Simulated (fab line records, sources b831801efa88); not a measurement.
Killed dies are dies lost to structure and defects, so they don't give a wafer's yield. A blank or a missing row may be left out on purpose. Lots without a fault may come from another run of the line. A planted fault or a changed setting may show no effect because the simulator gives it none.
Tool commonality check | flow gf180mcu | 12 lots, 36 wafers sampled

WHY IT WAS OPENED
At GF_PSD_TW_MEAS_11 the reading PSD_TW is flagged on 3 of 12 lots. Wafers without a fault read 3189, standard deviation 27.
Rule: a lot is flagged when every wafer of it that has a number lies more than 4 standard deviations from that mean, or none has a number. The other lots count as sound.

lot  | measured     | on            | PSD_TW, wafer by wafer | flag
L831 | day 15 00:08 | film_metro-03 | 3573 3578 3576         | FLAGGED
L832 | day 15 10:48 | film_metro-04 | 3169 3164 3145         |
L833 | day 15 17:08 | film_metro-04 | 3175 3155 3163         |
L834 | day 16 03:04 | film_metro-03 | 3192 3197 3193         |
L838 | day 17 11:10 | film_metro-03 | 3180 3175 3179         |
L840 | day 18 07:08 | film_metro-01 | 3621 3619 3622         | FLAGGED
L841 | day 18 15:37 | film_metro-01 | 3615 3639 3612         | FLAGGED
L847 | day 20 19:11 | film_metro-04 | 3171 3169 3176         |
L848 | day 21 07:40 | film_metro-01 | 3225 3225 3215         |
L849 | day 21 08:04 | film_metro-01 | 3219 3218 3212         |
L850 | day 21 15:56 | film_metro-03 | 3192 3183 3188         |
L851 | day 22 03:23 | film_metro-01 | 3177 3193 3184         |
The numbers of the flagged lots are 3606 on average: +417 against the usual, or +15 standard deviations.

WHICH TOOL RAN EACH LOT
The record holds 2 process steps before the reading, out of a route of 602 steps. In each cell: the tool, then ch and the chambers that the sampled wafers went through, then the start.
lot  | flag    | GF_PSD_IMPLANT_09               | GF_PSD_STRIP_10
L831 | FLAGGED | implanter-02 ch 0, day 14 23:35 | plasma_asher-02 ch 0,1, day 15 00:02
L832 |         | implanter-04 ch 0, day 15 10:35 | plasma_asher-02 ch 0,1, day 15 10:43
L833 |         | implanter-02 ch 0, day 15 16:54 | plasma_asher-02 ch 0,1, day 15 17:02
L834 |         | implanter-03 ch 0, day 16 02:49 | plasma_asher-02 ch 0,1, day 16 02:58
L838 |         | implanter-02 ch 0, day 17 10:55 | plasma_asher-02 ch 0,1, day 17 11:04
L840 | FLAGGED | implanter-04 ch 0, day 18 06:31 | plasma_asher-03 ch 0,1, day 18 06:58
L841 | FLAGGED | implanter-04 ch 0, day 18 14:55 | plasma_asher-04 ch 0,1, day 18 15:28
L847 |         | implanter-03 ch 0, day 20 18:57 | plasma_asher-03 ch 1, day 20 19:04
L848 |         | implanter-04 ch 0, day 21 07:25 | plasma_asher-03 ch 0,1, day 21 07:34
L849 |         | implanter-02 ch 0, day 21 07:49 | plasma_asher-04 ch 0,1, day 21 07:58
L850 |         | implanter-04 ch 0, day 21 15:41 | plasma_asher-04 ch 0,1, day 21 15:50
L851 |         | implanter-03 ch 0, day 22 03:09 | plasma_asher-02 ch 0,1, day 22 03:16
What these steps do:
- GF_PSD_IMPLANT_09
- GF_PSD_STRIP_10: strips in O2/N2.
- GF_PSD_TW_MEAS_11

FLAGGED OVER TOTAL, TOOL BY TOOL (the gauges that took the reading come last)
step              | tool            | lots run | flagged | share of the flagged lots | sound lots run after its first flagged lot
GF_PSD_IMPLANT_09 | implanter-02    | 4        | 1       | some                      | 3 (L833,L838,L849)
GF_PSD_IMPLANT_09 | implanter-03    | 3        | 0       | none                      | -
GF_PSD_IMPLANT_09 | implanter-04    | 5        | 2       | some                      | 2 (L848,L850)
GF_PSD_STRIP_10   | plasma_asher-02 | 6        | 1       | some                      | 5 (L832,L833,L834,L838,L851)
GF_PSD_STRIP_10   | plasma_asher-03 | 3        | 1       | some                      | 2 (L847,L848)
GF_PSD_STRIP_10   | plasma_asher-04 | 3        | 1       | some                      | 2 (L849,L850)
GF_PSD_TW_MEAS_11 | film_metro-01   | 5        | 2       | some                      | 3 (L848,L849,L851)
GF_PSD_TW_MEAS_11 | film_metro-03   | 4        | 1       | some                      | 3 (L834,L838,L850)
GF_PSD_TW_MEAS_11 | film_metro-04   | 3        | 0       | none                      | -

WHAT THE TABLE ALLOWS
No row of the table ran every flagged lot.

WHAT THE SIMULATOR HAD PUT IN
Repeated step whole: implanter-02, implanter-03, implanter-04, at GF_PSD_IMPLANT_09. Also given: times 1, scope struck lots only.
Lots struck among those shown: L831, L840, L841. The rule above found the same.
